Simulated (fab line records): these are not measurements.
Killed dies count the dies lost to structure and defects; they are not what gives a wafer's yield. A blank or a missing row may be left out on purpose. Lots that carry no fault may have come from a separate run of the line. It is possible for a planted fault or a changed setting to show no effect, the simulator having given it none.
Chamber matching ; flow sky130 ; cmp-02 running SKY_CONTACT_CMP_27: 4 sister chambers
The step polishes, stops on SiO2, t overpolish 15 s, target thk 0 nm. 18 wafers are shown with their chamber, then 9 later ones without.

## EACH WAFER AND ITS CHAMBER
wafer;chamber;motor current A (A);retaining ring pressure frac;overpolish run s (s)
L704.1;0;9.1;1.001;15.008
L704.3;2;11.6;1.000;15.031
L704.5;2;11.6;0.997;14.992
L707.1;0;9.4;0.990;15.010
L707.3;1;10.6;0.999;15.001
L707.6;1;10.7;1.009;14.992
L708.1;1;10.9;0.999;14.983
L708.2;3;11.9;1.002;14.991
L708.5;1;11.5;1.008;15.008
L709.2;3;12.2;1.002;14.992
L709.4;1;10.5;1.003;14.995
L709.5;3;12.6;0.997;15.008
L710.3;2;11.4;0.992;15.007
L710.4;1;10.2;0.998;15.011
L710.5;0;9.5;0.993;14.997
L711.1;2;11.4;0.997;14.995
L711.4;0;8.9;0.999;15.019
L711.5;3;12.0;0.993;14.986

SIGNATURES, as means of the wafers listed above
reading;chamber 0;chamber 1;chamber 2;chamber 3;scatter within a chamber
motor current A;9.225;10.733;11.500;12.175;0.33
retaining ring pressure frac;0.99575;1.00267;0.99650;0.99850;0.00452
overpolish run s;15.00850;14.99833;15.00625;14.99425;0.012
Rule: for each reading, subtract the chamber's mean from the wafer's reading, divide by that reading's scatter and square the result; add these up over the readings and take the root, which gives the wafer's distance from the chamber. If the next closest chamber is less than 2 further off than the closest, the wafer can't be placed; otherwise it belongs to the closest. How the scatter is found: for the shown wafers, subtract from each reading the mean of its chamber, square and add these, divide the total by (wafers less chambers), then take the root.

## WAFERS WHOSE CHAMBER IS MISSING
wafer;motor current A (A);retaining ring pressure frac;overpolish run s (s)
L712.3;10.7;1.006;14.985
L712.4;11.0;1.002;15.001
L712.6;12.8;1.001;15.007
L713.1;11.1;1.009;15.002
L713.2;8.7;0.996;14.991
L713.3;10.9;1.001;14.986
L714.2;12.9;1.003;14.998
L714.3;11.2;1.004;15.004
L714.4;11.5;0.997;15.013

## CHAMBER TAKEN BY EACH
wafer;from the rows above;in truth
L712.3;1;1
L712.4;can't be placed: 1 or 2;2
L712.6;can't be placed: 3 or 2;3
L713.1;can't be placed: 1 or 2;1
L713.2;0;0
L713.3;can't be placed: 1 or 2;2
L714.2;3;3
L714.3;can't be placed: 1 or 2 or 3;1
L714.4;2;2
Placed correctly: 4 of 9. Can't be placed from these rows: 5 (the true chamber is among the candidates in 5). Placed wrongly: 0.
